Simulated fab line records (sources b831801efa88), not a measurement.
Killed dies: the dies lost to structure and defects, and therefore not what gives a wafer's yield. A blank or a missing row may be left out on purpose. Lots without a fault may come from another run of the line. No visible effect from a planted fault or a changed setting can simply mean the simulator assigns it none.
Chamber matching ; flow gf180mcu ; GF_V4_CMP_04 on cmp-01 has 4 sister chambers
The step polishes SiO2. 4 wafers are shown with their chamber, then 12 later ones without.

## WAFERS PAIRED WITH THEIR CHAMBERS
wafer;chamber;motor-current-A (A)
L088.6;0;10.4
L089.2;3;11.5
L089.3;1;9.7
L089.6;2;12.0

## WAFERS WITH NO CHAMBER GIVEN
wafer;motor-current-A (A)
L090.2;12.3
L090.3;10.1
L090.4;11.1
L092.2;11.2
L092.3;9.6
L092.5;10.4
L093.3;10.3
L093.4;11.3
L093.5;12.1
L094.3;12.9
L094.4;10.1
L094.6;11.5

## CHAMBER TAKEN BY EACH
wafer;from the rows above;in truth
L090.2;can't be placed: 2 or 3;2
L090.3;can't be placed: 0 or 1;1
L090.4;can't be placed: 3 or 0 or 2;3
L092.2;can't be placed: 3 or 0 or 2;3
L092.3;1;1
L092.5;0;0
L093.3;can't be placed: 0 or 1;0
L093.4;can't be placed: 3 or 2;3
L093.5;can't be placed: 2 or 3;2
L094.3;can't be placed: 2 or 3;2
L094.4;can't be placed: 0 or 1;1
L094.6;can't be placed: 3 or 2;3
2 of 12 placed correctly. From these rows, 10 cannot be placed; in 10 the true chamber is one of the candidates. Placed wrongly: 0.
How it was worked out, from the rows above alone: a wafer's distance from a chamber is the root of the sum, over the readings, of the square of ((its reading less the chamber's mean) divided by the reading's scatter). If the next closest chamber is less than 2 further off than the closest, the wafer can't be placed; otherwise it belongs to the closest. Each chamber's mean is taken over the wafers shown for it. The scatter: root of mean squared gap, hidden wafer to nearest shown wafer, with one shown wafer a chamber.
